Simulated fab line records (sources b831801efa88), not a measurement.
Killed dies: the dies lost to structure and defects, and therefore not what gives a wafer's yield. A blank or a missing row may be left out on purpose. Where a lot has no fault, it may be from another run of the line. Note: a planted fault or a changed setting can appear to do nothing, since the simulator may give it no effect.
Which of the tools did it? -- flow sky130 -- 11 lots, 33 wafers sampled, at 1 step of a route of 708

== WHAT EACH GAUGE READ, for each wafer ==
SKY_VIA3_THK_MEAS_23: measures by xrf.
lot,measured,on,VIA3_W_THK (nm)
L844,day 39 12:50,film-metro-01,387 387 388
L845,day 40 07:01,film-metro-01,389 388 399
L846,day 40 16:55,film-metro-03,377 386 389
L847,day 40 20:59,film-metro-01,389 389 382
L848,day 41 01:26,film-metro-04,372 387 376
L857,day 43 14:14,film-metro-04,389 392 391
L858,day 44 00:28,film-metro-03,380 389 381
L859,day 44 11:49,film-metro-04,392 397 392
L860,day 44 20:23,film-metro-04,389 395 396
L863,day 45 07:16,film-metro-03,394 381 387
L865,day 45 08:29,film-metro-01,380 389 388

== WHICH TOOL RAN EACH LOT (tool, then ch and the chambers of the sampled wafers, then the start) ==
Record: no process step prior to these readings.

== THE ANSWER, worked out from the rows above alone ==
Rule: usual is defined by the lots themselves. Put in order of their means at a reading, lots are off if they are a third of the lots or fewer, leave a main group of 4 or more, and stand apart from it by a gap of 3 or more times the standard deviation of the main group's means; of several such gaps the widest counts. A main group is skipped when, at the precision printed for the reading in the tables above, its means are all equal. A lot without any number at a reading at which 4 lots or more have one is off too. Where the step has rows for the other lots, those lots are counted as sound.
No lot is off on any of the readings shown, so nothing can be concluded from this.

== WHAT THE SIMULATOR HAD PUT IN ==
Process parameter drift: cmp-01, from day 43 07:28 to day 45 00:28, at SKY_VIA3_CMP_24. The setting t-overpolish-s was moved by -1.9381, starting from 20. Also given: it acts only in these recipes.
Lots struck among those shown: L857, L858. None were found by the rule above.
